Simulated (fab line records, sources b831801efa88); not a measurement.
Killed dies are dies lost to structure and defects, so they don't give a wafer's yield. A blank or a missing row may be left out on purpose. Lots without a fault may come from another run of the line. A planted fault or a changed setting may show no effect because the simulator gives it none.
One fault seen from 2 desks | flow gf180mcu | each desk has only its own numbers; what lay behind them comes last

THE TOOL OWNER'S DESK: hdpcvd-02
The tool's own readings at GF_V4_CVD_00 (deposits SiO2, target thk 600 nm, time 100 s): means of the sampled wafers that have a number, for each lot that ran on this tool. A lot is out of limits, marked OUT, if its mean lies more than 4 standard deviations from the usual mean; the brackets give that distance.
Columns: A = sih4_flow_sccm at GF_V4_CVD_00, usual 59.96 sccm
lot  | first seen here | A
L987 | day 23 06:35    | 59.99
L989 | day 24 05:05    | 59.89
L990 | day 24 09:08    | 59.87
L992 | day 25 00:05    | 59.91
L995 | day 26 04:54    | 59.89
L997 | day 26 22:52    | 59.96
L998 | day 27 01:14    | 59.92
L109 | day 30 10:41    | 59.85
This desk's finding: nothing out of limits on any of the 8 lots.

THE METROLOGY DESK
What the gauges read, lot by lot, whatever tool the lot ran on: means of the sampled wafers that have a number. A lot is out of limits, marked OUT, if its mean lies more than 4 standard deviations from the usual mean; the brackets give that distance.
Columns: A = M5_OVL at GF_M5_OVL_MEAS_08, usual 5 nm
lot  | first seen here | A
L987 | day 26 02:51    | 6
L988 | day 26 14:37    | 4
L989 | day 27 00:12    | 8
L990 | day 27 03:07    | -3
L992 | day 27 17:49    | 4
L993 | day 28 07:41    | 2
L995 | day 28 19:16    | 5
L997 | day 29 12:25    | 3
L998 | day 29 16:07    | 9
L102 | day 30 21:45    | 8
L103 | day 31 03:49    | 1
L108 | day 32 11:37    | 6
L109 | day 32 16:48    | 3
This desk's finding: nothing out of limits on any of the 13 lots.

PUT TOGETHER
The tool owner's desk saw nothing out of limits.
The metrology desk saw nothing out of limits.

WHAT THE SIMULATOR HAD PUT IN
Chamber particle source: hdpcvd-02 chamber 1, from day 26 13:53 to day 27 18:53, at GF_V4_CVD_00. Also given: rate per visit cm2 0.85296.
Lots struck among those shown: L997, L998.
